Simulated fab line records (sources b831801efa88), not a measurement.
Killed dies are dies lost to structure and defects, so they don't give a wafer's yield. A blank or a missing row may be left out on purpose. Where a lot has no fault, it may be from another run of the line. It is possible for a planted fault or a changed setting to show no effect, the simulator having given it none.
Which tool was responsible? -- flow sky130 -- 11 lots, 33 wafers sampled, at 2 steps of a route of 708

== WHAT THE GAUGES READ, wafer by wafer ==
SKY_VIA3_RS_MEAS_22: measurement is done with a four-point probe.
lot,measured,on,VIA3_W_RS (ohm/sq)
L397,day 39 15:18,film metro-04,0.299 0.296 0.299
L399,day 40 11:28,film metro-01,0.294 0.294 0.291
L402,day 41 08:18,film metro-03,0.295 0.296 0.293
L401,day 41 11:34,film metro-01,0.290 0.296 0.294
L403,day 41 20:05,film metro-01,0.295 0.296 0.298
L404,day 41 23:45,film metro-01,0.296 0.297 0.295
L405,day 42 04:14,film metro-03,0.293 0.376 0.381
L406,day 42 11:55,film metro-01,0.294 0.372 0.376
L410,day 43 15:49,film metro-04,0.297 0.298 0.295
L418,day 45 21:31,film metro-01,0.296 0.294 0.295
L419,day 46 01:36,film metro-04,0.291 0.291 0.291

== WHICH TOOL RAN EACH LOT (tool, then ch and the chambers of the sampled wafers, then the start) ==
lot,SKY_VIA3_CVD_21
L397,"cvd w-01 ch 0,1, day 39 15:11"
L399,"cvd w-01 ch 0,1, day 40 11:20"
L402,"cvd w-02 ch 0,1, day 41 08:11"
L401,"cvd w-02 ch 0,1, day 41 11:27"
L403,"cvd w-01 ch 0,1, day 41 19:58"
L404,"cvd w-01 ch 0,1, day 41 23:38"
L405,"cvd w-02 ch 0,1, day 42 04:05"
L406,"cvd w-02 ch 0,1, day 42 11:47"
L410,"cvd w-01 ch 0,1, day 43 15:41"
L418,"cvd w-01 ch 0,1, day 45 21:22"
L419,"cvd w-02 ch 1, day 46 01:29"
- SKY_VIA3_CVD_21: deposits W, target thk 390 nm, time 117.31 s.

== THE ANSWER, worked out from the rows above alone ==
Rule: usual is defined by the lots themselves. The widest of any qualifying gaps counts: lots, ordered by their means at a reading, are off when they make up no more than a third of the lots, leave a main group of 4 or more, and stand apart from it by 3 or more times the standard deviation of that group's means. A main group whose means are all the same, to the digits that the tables above print for the reading, isn't used. Also off: a lot with no number at a reading for which 4 or more lots have one. Where the step has rows for the other lots, those lots are counted as sound.
Off: L405, L406, seen at SKY_VIA3_RS_MEAS_22 (VIA3_W_RS). For the main group the mean is 0.295 ohm/sq and the standard deviation 0.002.
If a tool, at a process step before that reading, ran all the lots that are off and no sound lot after the first of them, it fits. The gauges at SKY_VIA3_RS_MEAS_22 are tried like those tools. Of those tried, none fits.

== WHAT HAD BEEN PUT IN BY THE SIMULATOR ==
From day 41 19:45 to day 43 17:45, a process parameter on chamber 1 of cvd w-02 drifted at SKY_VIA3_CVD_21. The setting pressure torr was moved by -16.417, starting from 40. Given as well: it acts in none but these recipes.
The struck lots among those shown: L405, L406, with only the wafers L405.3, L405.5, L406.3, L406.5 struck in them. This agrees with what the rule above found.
